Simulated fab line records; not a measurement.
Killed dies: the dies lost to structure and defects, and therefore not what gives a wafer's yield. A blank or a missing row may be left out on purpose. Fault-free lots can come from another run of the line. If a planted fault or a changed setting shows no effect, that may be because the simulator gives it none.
fab line records :: flow sky130 :: part 2 of 2: steps 31 to 31 of 31
[record]
  lots = 6
  wafers = 18
  lastDay = 49
route steps=708 shown LI_CONTACT@375 LOCAL_INTERCONNECT@387 PAD_OPEN@708
lots that met no fault: from a run of the same line without faults
startH: start of the lot's first displayed wafer, in hours after the record's first day :: waitH: hours from the lot's prior step to this one :: " as in the row above :: L1.1+2: a single row standing in for several wafers :: - either no value or no given start :: * or withheld: withheld :: < > ~ a bound
route shown NAME@n: names a module that has steps shown in the file, with the first one's number in the route :: usual: mean and standard deviation over wafers with no fault :: same: alike in all rows :: chamber/n: place in a boat :: sites: the reading at each site :: _std_site: standard deviation across them :: _edge_site: mean of outer sites minus mean of inner sites :: radiusMm: how far each site lies from the wafer's centre :: mask NAME#n: copy n :: behind: the last tool/chamber to shape the wafer :: hold: what put the lot on hold/how long, in hours/how the hold closed :: device: which transistor (n, p or np) failed to switch :: end of line: the same wafers' tests at the end of the route :: a step given without rows: its recipe and nothing more :: killed: not the wafer's yield, but the dies lost to structure and defects at the first sort :: map: the dies of a wafer, with x for killed, . for not killed, _ for no die there
set.NAME: the setting the step ran with; set.NAME@STEP: the setting that earlier step ran with :: model.NAME: the simulator's own value behind a step, which no gauge read
lots at some steps of the route; a table a step, a row a wafer
services: when a tool's chamber went out of use (startH, in hours from the record's first day, below 0 if earlier), for how many hours, and the reason
[[steps]]
[step SKY_PAD_OPEN_PROBE_99]
[usual]
  killed_at_M0_to_M3 = 43/7.7
  killed_at_M4_up = 3.1/1.7
  killedAtContacts = 23/4.8
  killedAtFrontEnd = 15/4.5
  killedAtOther = 0.3/0.58
  killedDies = 85/10
  killedOpen = 46/7.5
  killedShort = 38/6.5
[same]
  grossDies = 492
  killedAtBackSide = 0
lot.wafer: L512.1
tool: prober-01
chamber: -
startH: 1105.97
waitH: 0.1
killed_at_M0_to_M3: 41
killed_at_M4_up: 2
killedAtContacts: 29
killedAtFrontEnd: 8
killedAtOther: 0
killedDies: 80
killedOpen: 45
killedShort: 35
model.etest.resLi.lineOhmUm: 74.04
model.etest.resLi.rsOhmSq: 12.57

lot.wafer: L512.2
tool: prober-01
chamber: -
startH: 1106.02
waitH: 0.1
killed_at_M0_to_M3: 40
killed_at_M4_up: 2
killedAtContacts: 23
killedAtFrontEnd: 11
killedAtOther: 0
killedDies: 76
killedOpen: 42
killedShort: 33
model.etest.resLi.lineOhmUm: 72.48
model.etest.resLi.rsOhmSq: 12.55

lot.wafer: L512.6
tool: prober-01
chamber: -
startH: 1106.22
waitH: 0.2
killed_at_M0_to_M3: 40
killed_at_M4_up: 2
killedAtContacts: 24
killedAtFrontEnd: 8
killedAtOther: 0
killedDies: 74
killedOpen: 38
killedShort: 34
model.etest.resLi.lineOhmUm: 73.22
model.etest.resLi.rsOhmSq: 12.46

lot.wafer: L514.4
tool: prober-02
chamber: -
startH: 1113.88
waitH: 0.2
killed_at_M0_to_M3: 49
killed_at_M4_up: 6
killedAtContacts: 27
killedAtFrontEnd: 18
killedAtOther: 0
killedDies: 100
killedOpen: 52
killedShort: 48
model.etest.resLi.lineOhmUm: 76.35
model.etest.resLi.rsOhmSq: 12.96

lot.wafer: L514.5
tool: prober-02
chamber: -
startH: 1113.93
waitH: 0.2
killed_at_M0_to_M3: 44
killed_at_M4_up: 4
killedAtContacts: 30
killedAtFrontEnd: 20
killedAtOther: 0
killedDies: 98
killedOpen: 52
killedShort: 46
model.etest.resLi.lineOhmUm: 75.29
model.etest.resLi.rsOhmSq: 12.8

lot.wafer: L514.6
tool: prober-02
chamber: -
startH: 1113.98
waitH: 0.2
killed_at_M0_to_M3: 46
killed_at_M4_up: 4
killedAtContacts: 27
killedAtFrontEnd: 12
killedAtOther: 0
killedDies: 89
killedOpen: 51
killedShort: 38
model.etest.resLi.lineOhmUm: 75.11
model.etest.resLi.rsOhmSq: 12.96

lot.wafer: L525.4
tool: prober-02
chamber: -
startH: 1164.19
waitH: 0.2
killed_at_M0_to_M3: 52
killed_at_M4_up: 6
killedAtContacts: 29
killedAtFrontEnd: 8
killedAtOther: 2
killedDies: 97
killedOpen: 49
killedShort: 46
model.etest.resLi.lineOhmUm: 74.47
model.etest.resLi.rsOhmSq: 12.8

lot.wafer: L525.5
tool: prober-02
chamber: -
startH: 1164.24
waitH: 0.2
killed_at_M0_to_M3: 43
killed_at_M4_up: 5
killedAtContacts: 10
killedAtFrontEnd: 15
killedAtOther: 0
killedDies: 73
killedOpen: 35
killedShort: 38
model.etest.resLi.lineOhmUm: 73.06
model.etest.resLi.rsOhmSq: 12.61

lot.wafer: L525.6
tool: prober-02
chamber: -
startH: 1164.29
waitH: 0.2
killed_at_M0_to_M3: 64
killed_at_M4_up: 4
killedAtContacts: 17
killedAtFrontEnd: 13
killedAtOther: 1
killedDies: 99
killedOpen: 47
killedShort: 52
model.etest.resLi.lineOhmUm: 82.95
model.etest.resLi.rsOhmSq: 14.19

lot.wafer: L526.1
tool: prober-01
chamber: -
startH: 1173.68
waitH: 0.1
killed_at_M0_to_M3: 39
killed_at_M4_up: 6
killedAtContacts: 25
killedAtFrontEnd: 21
killedAtOther: 0
killedDies: 91
killedOpen: 54
killedShort: 37
model.etest.resLi.lineOhmUm: 83.36
model.etest.resLi.rsOhmSq: 14.22

lot.wafer: L526.4
tool: prober-01
chamber: -
startH: 1173.83
waitH: 0.2
killed_at_M0_to_M3: 36
killed_at_M4_up: 2
killedAtContacts: 28
killedAtFrontEnd: 13
killedAtOther: 0
killedDies: 79
killedOpen: 38
killedShort: 41
model.etest.resLi.lineOhmUm: 75.79
model.etest.resLi.rsOhmSq: 12.83

lot.wafer: L526.6
tool: prober-01
chamber: -
startH: 1173.93
waitH: 0.2
killed_at_M0_to_M3: 44
killed_at_M4_up: 3
killedAtContacts: 21
killedAtFrontEnd: 13
killedAtOther: 0
killedDies: 81
killedOpen: 40
killedShort: 41
model.etest.resLi.lineOhmUm: 82.96
model.etest.resLi.rsOhmSq: 14.06

lot.wafer: L527.1
tool: prober-02
chamber: -
startH: 1182.95
waitH: 0.1
killed_at_M0_to_M3: 44
killed_at_M4_up: 4
killedAtContacts: 21
killedAtFrontEnd: 20
killedAtOther: 1
killedDies: 90
killedOpen: 50
killedShort: 40
model.etest.resLi.lineOhmUm: 74.76
model.etest.resLi.rsOhmSq: 12.72

lot.wafer: L527.2
tool: prober-02
chamber: -
startH: 1183.00
waitH: 0.1
killed_at_M0_to_M3: 34
killed_at_M4_up: 3
killedAtContacts: 21
killedAtFrontEnd: 10
killedAtOther: 0
killedDies: 68
killedOpen: 37
killedShort: 31
model.etest.resLi.lineOhmUm: 73.58
model.etest.resLi.rsOhmSq: 12.75

lot.wafer: L527.4
tool: prober-02
chamber: -
startH: 1183.10
waitH: 0.2
killed_at_M0_to_M3: 46
killed_at_M4_up: 2
killedAtContacts: 22
killedAtFrontEnd: 17
killedAtOther: 1
killedDies: 88
killedOpen: 47
killedShort: 41
model.etest.resLi.lineOhmUm: 74.2
model.etest.resLi.rsOhmSq: 12.83

lot.wafer: L528.1
tool: prober-01
chamber: -
startH: 1185.31
waitH: 0.1
killed_at_M0_to_M3: 41
killed_at_M4_up: 5
killedAtContacts: 22
killedAtFrontEnd: 13
killedAtOther: 0
killedDies: 81
killedOpen: 39
killedShort: 42
model.etest.resLi.lineOhmUm: 74.17
model.etest.resLi.rsOhmSq: 12.78

lot.wafer: L528.3
tool: prober-01
chamber: -
startH: 1185.41
waitH: 0.2
killed_at_M0_to_M3: 45
killed_at_M4_up: 7
killedAtContacts: 23
killedAtFrontEnd: 9
killedAtOther: 0
killedDies: 84
killedOpen: 52
killedShort: 31
model.etest.resLi.lineOhmUm: 74.67
model.etest.resLi.rsOhmSq: 12.6

lot.wafer: L528.4
tool: prober-01
chamber: -
startH: 1185.46
waitH: 0.2
killed_at_M0_to_M3: 34
killed_at_M4_up: 1
killedAtContacts: 28
killedAtFrontEnd: 20
killedAtOther: 0
killedDies: 83
killedOpen: 41
killedShort: 42
model.etest.resLi.lineOhmUm: 74.06
model.etest.resLi.rsOhmSq: 12.54
// killed by level:class
L512.1 CONTACT:geometricParticle:open=9 VIA1:geometricParticle:open=8 CONTACT:geometricParticle:short=6 LI_CONTACT:geometricParticle:open=6 VIA3:geometricParticle:open=6 VIA2:geometricParticle:short=6 LOCAL_INTERCONNECT:geometricParticle:short=4 METAL1:geometricParticle:short=4
L512.2 CONTACT:geometricParticle:open=10 METAL2:geometricParticle:short=9 VIA3:geometricParticle:open=6 LI_CONTACT:geometricParticle:open=6 VIA2:geometricParticle:open=6 VIA1:geometricParticle:open=6 VIA1:geometricParticle:short=5 FIELD_ISO:geometricParticle:short=4
L512.6 VIA1:geometricParticle:open=16 LOCAL_INTERCONNECT:geometricParticle:short=7 LI_CONTACT:geometricParticle:open=6 LOCAL_INTERCONNECT:geometricParticle:open=4 METAL1:geometricParticle:short=4 VIA1:geometricParticle:short=4 VIA3:geometricParticle:open=3 LI_CONTACT:geometricParticle:short=3
L514.4 METAL2:geometricParticle:short=10 VIA1:geometricParticle:open=10 CONTACT:geometricParticle:open=9 FIELD_ISO:geometricParticle:short=8 LI_CONTACT:geometricParticle:open=8 VIA2:geometricParticle:open=7 CONTACT:geometricParticle:short=5 METAL1:geometricParticle:short=5
L514.5 CONTACT:geometricParticle:open=13 VIA1:geometricParticle:open=11 METAL2:geometricParticle:short=7 POLY_GATE:geometricParticle:short=6 LOCAL_INTERCONNECT:geometricParticle:short=6 VIA1:geometricParticle:short=6 CONTACT:geometricParticle:short=4 FIELD_ISO:geometricParticle:open=4
L514.6 VIA1:geometricParticle:open=11 CONTACT:geometricParticle:open=10 LI_CONTACT:geometricParticle:open=8 VIA3:geometricParticle:open=6 LI_CONTACT:geometricParticle:short=5 METAL1:geometricParticle:short=5 VIA1:geometricParticle:short=5 POLY_GATE:geometricParticle:open=4
L525.4 VIA1:geometricParticle:open=13 VIA2:geometricParticle:open=10 LI_CONTACT:geometricParticle:short=7 CONTACT:geometricParticle:open=7 METAL2:geometricParticle:short=7 LOCAL_INTERCONNECT:geometricParticle:short=6 METAL1:geometricParticle:short=6 LI_CONTACT:geometricParticle:open=6
L525.5 VIA2:geometricParticle:open=9 METAL1:geometricParticle:short=7 VIA3:geometricParticle:short=7 POLY_GATE:geometricParticle:short=6 CONTACT:geometricParticle:open=5 VIA1:geometricParticle:open=5 VIA3:geometricParticle:open=5 METAL2:geometricParticle:short=4
L525.6 VIA1:geometricParticle:open=12 VIA3:geometricParticle:open=9 VIA1:geometricParticle:short=9 VIA2:geometricParticle:open=9 METAL1:geometricParticle:short=7 METAL2:geometricParticle:short=7 CONTACT:geometricParticle:short=5 LI_CONTACT:geometricParticle:short=4
L526.1 VIA1:geometricParticle:open=11 LI_CONTACT:geometricParticle:open=8 FIELD_ISO:geometricParticle:open=7 METAL2:geometricParticle:short=7 CONTACT:geometricParticle:open=6 METAL1:geometricParticle:short=6 LOCAL_INTERCONNECT:geometricParticle:short=5 VIA2:geometricParticle:open=5
L526.4 CONTACT:geometricParticle:short=13 VIA1:geometricParticle:open=9 FIELD_ISO:geometricParticle:open=6 CONTACT:geometricParticle:open=6 LOCAL_INTERCONNECT:geometricParticle:short=4 METAL1:geometricParticle:short=4 VIA1:geometricParticle:short=4 METAL2:geometricParticle:short=4
L526.6 VIA2:geometricParticle:open=9 LOCAL_INTERCONNECT:geometricParticle:short=7 LI_CONTACT:geometricParticle:open=6 METAL1:geometricParticle:short=6 CONTACT:geometricParticle:open=6 VIA3:geometricParticle:open=6 VIA3:geometricParticle:short=5 VIA1:geometricParticle:open=4
L527.1 VIA1:geometricParticle:open=12 CONTACT:geometricParticle:open=7 VIA3:geometricParticle:open=7 VIA2:geometricParticle:open=7 METAL1:geometricParticle:short=6 FIELD_ISO:geometricParticle:open=5 POLY_GATE:geometricParticle:short=5 LI_CONTACT:geometricParticle:open=5
L527.2 CONTACT:geometricParticle:open=6 VIA1:geometricParticle:open=6 METAL2:geometricParticle:short=6 LOCAL_INTERCONNECT:geometricParticle:short=5 VIA3:geometricParticle:open=5 LI_CONTACT:geometricParticle:open=4 CONTACT:geometricParticle:short=4 METAL1:geometricParticle:open=4
L527.4 CONTACT:geometricParticle:open=9 LI_CONTACT:geometricParticle:open=8 METAL1:geometricParticle:short=7 VIA1:geometricParticle:open=7 VIA1:geometricParticle:short=6 FIELD_ISO:geometricParticle:open=5 VIA2:geometricParticle:open=5 VIA2:geometricParticle:short=5
L528.1 VIA3:geometricParticle:open=12 LOCAL_INTERCONNECT:geometricParticle:short=7 CONTACT:geometricParticle:short=6 VIA1:geometricParticle:open=6 CONTACT:geometricParticle:open=5 METAL1:geometricParticle:short=5 FIELD_ISO:geometricParticle:open=4 LI_CONTACT:geometricParticle:open=4
L528.3 VIA1:geometricParticle:open=13 LI_CONTACT:geometricParticle:open=8 VIA2:geometricParticle:open=7 CONTACT:geometricParticle:open=6 METAL1:geometricParticle:short=6 LOCAL_INTERCONNECT:geometricParticle:short=5 VIA3:geometricParticle:short=5 FIELD_ISO:geometricParticle:open=4
L528.4 CONTACT:geometricParticle:open=11 METAL1:geometricParticle:short=7 LOCAL_INTERCONNECT:geometricParticle:short=6 VIA1:geometricParticle:short=6 VIA3:geometricParticle:open=6 FIELD_ISO:geometricParticle:open=5 LI_CONTACT:geometricParticle:open=5 SPACER:geometricParticle:short=4
[[services]]
tool: rieMetal-03
chamber: 0
startH: 685.34
hours: 11.4
kind: repair

tool: plasmaAsher-01
chamber: -
startH: 690.03
hours: 4.9
kind: repair

tool: rieDiel-03
chamber: 0
startH: 695.91
hours: 18.8
kind: repair

tool: rieMetal-01
chamber: -
startH: 697.14
hours: 0.8
kind: repair

tool: plasmaAsher-01
chamber: -
startH: 708.49
hours: 2.0
kind: repair

tool: plasmaAsher-04
chamber: -
startH: 714.13
hours: 0.5
kind: repair

tool: plasmaAsher-03
chamber: -
startH: 733.75
hours: 9.0
kind: pm

tool: plasmaAsher-02
chamber: -
startH: 741.02
hours: 45.4
kind: pm

tool: rieDiel-04
chamber: 0
startH: 759.84
hours: 5.6
kind: repair

tool: wetBench-01
chamber: -
startH: 766.28
hours: 4.5
kind: repair

tool: rieDiel-02
chamber: 1
startH: 777.06
hours: 2.8
kind: repair

tool: pvdSputter-02
chamber: -
startH: 785.23
hours: 1.8
kind: repair

tool: pvdSputter-02
chamber: -
startH: 789.15
hours: 0.9
kind: repair

tool: pvdSputter-01
chamber: -
startH: 791.25
hours: 1.6
kind: repair

tool: pvdSputter-02
chamber: -
startH: 798.55
hours: 1.5
kind: repair

tool: wetBench-03
chamber: -
startH: 813.27
hours: 25.4
kind: pm

tool: rieDiel-03
chamber: 1
startH: 822.14
hours: 2.9
kind: repair

tool: rieDiel-02
chamber: -
startH: 829.29
hours: 2.8
kind: pm

tool: rieDiel-03
chamber: 1
startH: 830.01
hours: 5.3
kind: repair

tool: plasmaAsher-02
chamber: -
startH: 837.87
hours: 0.9
kind: repair

tool: pvdSputter-02
chamber: -
startH: 838.69
hours: 1.8
kind: repair

tool: rieDiel-03
chamber: -
startH: 847.79
hours: 1.0
kind: repair

tool: rieDiel-02
chamber: 1
startH: 848.22
hours: 6.2
kind: repair

tool: pvdSputter-03
chamber: -
startH: 859.13
hours: 2.7
kind: repair
[[key]]
[firstSign]
  step = SKY_LOCAL_INTERCONNECT_RS_MEAS_01
  reading = LOCAL_INTERCONNECT_TIN_RS
  direction = up
  sigmas = 10
  usual = 14.10
  struck = 15.73
[effect]
  step = SKY_LOCAL_INTERCONNECT_THK_MEAS_02
  reading = LOCAL_INTERCONNECT_TIN_THK
  direction = down
  sigmas = 8.9
  usual = 98.9
  struck = 89.1
[effect]
  step = SKY_LOCAL_INTERCONNECT_METAL_ETCH_14
  reading = oesProductAu
  direction = down
  sigmas = 7.8
  usual = 0.942
  struck = 0.886
[modelEffect]
  step = SKY_LOCAL_INTERCONNECT_SPUTTER_00
  value = TiN_of_LOCAL_INTERCONNECT_SPUTTER_00.thkNm
  without = 100.4
  struck = 90.28
[modelEffect]
  step = SKY_LOCAL_INTERCONNECT_STRIP_16
  value = TiN_of_LOCAL_INTERCONNECT_SPUTTER_00.thkNm
  without = 100
  struck = 89.86
[modelEffect]
  step = SKY_PAD_OPEN_PROBE_99
  value = etest.resLi.lineOhmUm
  without = 74.69
  struck = 83.09
metAt SKY_LOCAL_INTERCONNECT_SPUTTER_00
struckWafers L525.6,L526.1,L526.6
testerLeftOut L525,L526
onsetBetween 726.07 800.50
[fault]
  kind = processParameterDrift
  tool = pvdSputter-02
  chamber = -
  onsetH = 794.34
  steps = SKY_LOCAL_INTERCONNECT_SPUTTER_00
  channel = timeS
  offset = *
  shape = step
  endH = 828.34
  scope = struckWafersOnly
  actsIn = *
  stated = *
// testerLeftOut: of these lots the tester's yield and bins aren't shown, on N5 and GAA mostly nor the transistor test; their killed dies are dies lost to structure and defects alone, not to doping, threshold or leakage, so they don't give the yield
